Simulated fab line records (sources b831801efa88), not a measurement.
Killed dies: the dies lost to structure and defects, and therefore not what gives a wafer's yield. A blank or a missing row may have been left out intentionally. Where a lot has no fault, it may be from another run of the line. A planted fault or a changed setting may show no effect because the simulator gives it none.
Code-filled problem report in 8D (eight disciplines) form ; flow sky130 ; the parts of the form that need people (team, actions taken, sign-off) are left out

== 1. PROBLEM STATEMENT ==
NWELL_TW at SKY_NWELL_TW_MEAS_15 reads a mean of 1682 on 6 wafers of 2 lots; wafers without a fault read 1804 with a standard deviation of 13. Relative to the usual mean, that is a shift of -9.3 standard deviations.
The first sign was on wafer L700.1 at day 8 20:43, on film metro-03. Wafers with a number at this step in the record: 36, from 12 lots. The rule behind "out" and "out of limits": a value lying over 4 standard deviations away from the usual mean. The rest of the wafers with a number are treated as sound.

== 2. WHAT IT IS; WHAT IT IS NOT ==
question;is;is not
which readings at this step;NWELL_TW;-
which lots;L700, L701;L682, L683, L686, L688, L689, L692, L702, L703, L704, L705
which wafers of those lots;all that have a number;-
read on which gauges;film metro-01, film metro-03;film metro-02
when;from day 8 20:43;"up to then (18 sound wafers); but 12 sound wafers of L702, L703, L704, L705 came after"

== 3. THE SUSPECTS, EACH WITH WHAT RULES IT OUT ==
Counting: a tool at a process step up to the reading stays a suspect if it ran every lot that is out and no sound lot after the first of them.
- the gauge at SKY_NWELL_TW_MEAS_15: ruled out. The wafers that are out were read on 2 gauges (film metro-01, film metro-03).
- implanter-03 at SKY_NWELL_IMPLANT_11: kept. It processed each lot that is out, first L700 at day 8 20:10, and no sound lot thereafter; up to then, the last sound lot it processed was L692 at day 6 21:43. Its own readings are out on those wafers: beam on s, faraday current uA.
Left after counting: implanter-03 at SKY_NWELL_IMPLANT_11.

== 4. THE CAUSE (what the simulator had put in) ==
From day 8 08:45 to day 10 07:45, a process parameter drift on implanter-03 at SKY_NWELL_IMPLANT_11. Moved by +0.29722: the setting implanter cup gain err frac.
This tool alone remained once counting was done.

== 5. THE EFFECT CHAIN, in route order ==
Rows list readings where the struck wafers' mean (over those with a number) sits beyond 3 standard deviations from the usual. Readings are gone through only where the record gives a usual standard deviation; hours: the median, over the lots, of the time from a lot's start at the first step in this table giving one to that lot's start at this step; sigmas: the change measured in usual standard deviations.
hours;step;reading;usual;on struck wafers;change;sigmas
0;SKY_NWELL_IMPLANT_11;beam on s;9.97 s;7.60;-2.37;-12
0;SKY_NWELL_IMPLANT_11;faraday current uA;107.5;141.2;+33.7;+18
1;SKY_NWELL_TW_MEAS_15;NWELL_TW;1804;1682;-122;-9.3
23;SKY_NWELL_RS_MEAS_29;NWELL_RS;624.3 ohm/sq;716.0;+91.7;+54
Process steps it contains:
- SKY_NWELL_IMPLANT_11
Later steps that measure or inspect, where all struck wafers having a row at the step show a number for every such reading and not one has moved that far: SKY_METAL1_OVL_MEAS_16, SKY_VIA2_BOW_MEAS_03.

== 6. HOW IT WOULD HAVE BEEN CAUGHT EARLIER ==
12 hours passed between the start of the fault at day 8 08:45 and the first reading out of limits at a measuring or inspecting step in this record, taken at day 8 20:43.
At SKY_NWELL_IMPLANT_11, the tool's own readings (beam on s, faraday current uA) were out on each struck wafer the step has a row for, so an alarm limit on them would have fired on the first such wafer.
Lots out: 2; of these, L701 started SKY_NWELL_IMPLANT_11 on implanter-03 after day 8 20:43. A tool hold placed at that time would have kept it from harm.
